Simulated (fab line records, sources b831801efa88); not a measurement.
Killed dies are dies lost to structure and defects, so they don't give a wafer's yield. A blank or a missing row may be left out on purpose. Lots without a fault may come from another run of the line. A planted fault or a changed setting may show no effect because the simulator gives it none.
A struck lot beside a sound one | flow sky130 | 15 steps out of a route of 708
Sound: wafers L471.1, L471.2, L471.6. Struck: wafers L477.1, L477.2, L477.4. The cause comes at the end.
At each step with rows: each side's tool, then ch and its chambers, then its first start. Under that, the readings that differ: sound wafers | struck wafers | difference of the means | sigmas: that difference in standard deviations of wafers without a fault.
alike: readings whose means differ by less than 2 such deviations, and words and numbers that are the same on both sides. not compared: withheld readings, readings that some wafer has no value for, bounds like >300 that may hide the same value, and numbers for which the record gives no deviation and whose values overlap.
The two part at a step that has a row with sigmas, a row that says differs or no value, or rows on one side only. Numbers that don't overlap but have no deviation are shown without sigmas and don't part them. A reading that every wafer of one side lacks parts them only if that side has two wafers or more.

first, 4 steps without rows for these wafers: SKY_FIELD_ISO_SOFTBAKE_09 (time 90 s); SKY_FIELD_ISO_EXPOSE_10 (exposes mask FOM, target cd 150 nm); SKY_FIELD_ISO_PEB_11; SKY_FIELD_ISO_DEVELOP_12 (develop time 60 s).
SKY_FIELD_ISO_CD_MEAS_13: target cd 150 nm.
  sound on cd_sem-02, day 3 06:31; struck on cd_sem-02, day 4 15:58
  alike: cd_nm
SKY_FIELD_ISO_ETCH_14: etches BARC in N2/H2, stops on SiO2, time 45.9 s, target depth 60 nm.
  sound on rie_diel-01 ch 0,3, day 3 06:38; struck on rie_diel-02 ch 0,1,2, day 4 16:05
  alike: bias_w, chamber_pressure_mTorr, drypump_motor_current_A, oes_product_au, rf_fwd_power_W, throttle_valve_pct
  not compared: rf_hours_counter_h
SKY_FIELD_ISO_ETCH_15: etches the open film in CHF3/O2, stops on Si, target depth 180 nm, time 72 s.
  sound on rie_diel-01 ch 0,3, day 3 06:40; struck on rie_diel-02 ch 0,1,2, day 4 16:08
  alike: O2_flow_sccm, bias_w, chamber_pressure_mTorr, drypump_motor_current_A, oes_product_au, rf_fwd_power_W, throttle_valve_pct
  not compared: rf_hours_counter_h
SKY_FIELD_ISO_STRIP_16: strips in O2/N2.
  sound on plasma_asher-03 ch 0,1, day 3 06:44; struck on plasma_asher-02 ch 0,1, day 4 16:11
  alike: chamber_pressure_mTorr, drypump_motor_current_A, oes_product_au, strip_time_to_endpoint_s
  not compared: rf_hours_counter_h
SKY_FIELD_ISO_ETCH_17: etches Si in HBr/Cl2/O2, target depth 342 nm, time 97.7 s.
  sound on rie_si-02 ch 1,2, day 3 06:50; struck on rie_si-01 ch 0,2,3, day 4 16:17
  reading               | sound             | struck            | difference | sigmas
  oes_product_au (a.u.) | 1.011 1.027 1.028 | 0.994 0.998 1.009 | -0.022     | -2
  alike: HBr_flow_sccm, O2_flow_sccm, bias_w, chamber_pressure_mTorr, drypump_motor_current_A, rf_fwd_power_W, throttle_valve_pct
  not compared: rf_hours_counter_h
then, 3 steps without rows for these wafers: SKY_FIELD_ISO_WET_ETCH_18 (etches Si3N4 in H3PO4, target depth 25 nm, time 286 s); SKY_FIELD_ISO_CLEAN_19 (cleans in SC1/SC2, time 150 s); SKY_FIELD_ISO_CLEAN_20 (cleans in dHF, time 20 s).
SKY_FIELD_ISO_WET_ETCH_21: etches SiO2 in dHF, target depth 20 nm, time 400 s.
  sound on wet_bench-01 ch 1, day 3 07:03; struck on wet_bench-01 ch 3, day 4 16:32
  no value came back on the struck wafers for bath_heat_duty_pct (%), run_length_s (s); on the sound wafers bath_heat_duty_pct (%) reads 7.3 7.3 6.8
then, 1 step without rows for these wafers: SKY_FIELD_ISO_OXIDATION_22 (stabilise 600 s, purge 300 s, target thk 10 nm).
-- the record jumps here: 44 days lie between the struck wafers' starts before and after (it left off in module FIELD_ISO and takes up again in module PAD_OPEN, whose first step shown is number 708 of the route) --
SKY_PAD_OPEN_PROBE_99:
  sound on prober-01, day 47 00:23; struck on prober-01, day 48 17:42
  alike: killed_at_M0_to_M3, killed_at_M4_up, killed_at_contacts, killed_at_front_end, killed_at_other, killed_dies, killed_open, killed_short

WHERE THEY PART
First at SKY_FIELD_ISO_ETCH_17; last, within this record, at SKY_FIELD_ISO_WET_ETCH_21. Later steps at which nothing parts them and some readings are alike: SKY_PAD_OPEN_PROBE_99.

WHY: what the simulator had put in
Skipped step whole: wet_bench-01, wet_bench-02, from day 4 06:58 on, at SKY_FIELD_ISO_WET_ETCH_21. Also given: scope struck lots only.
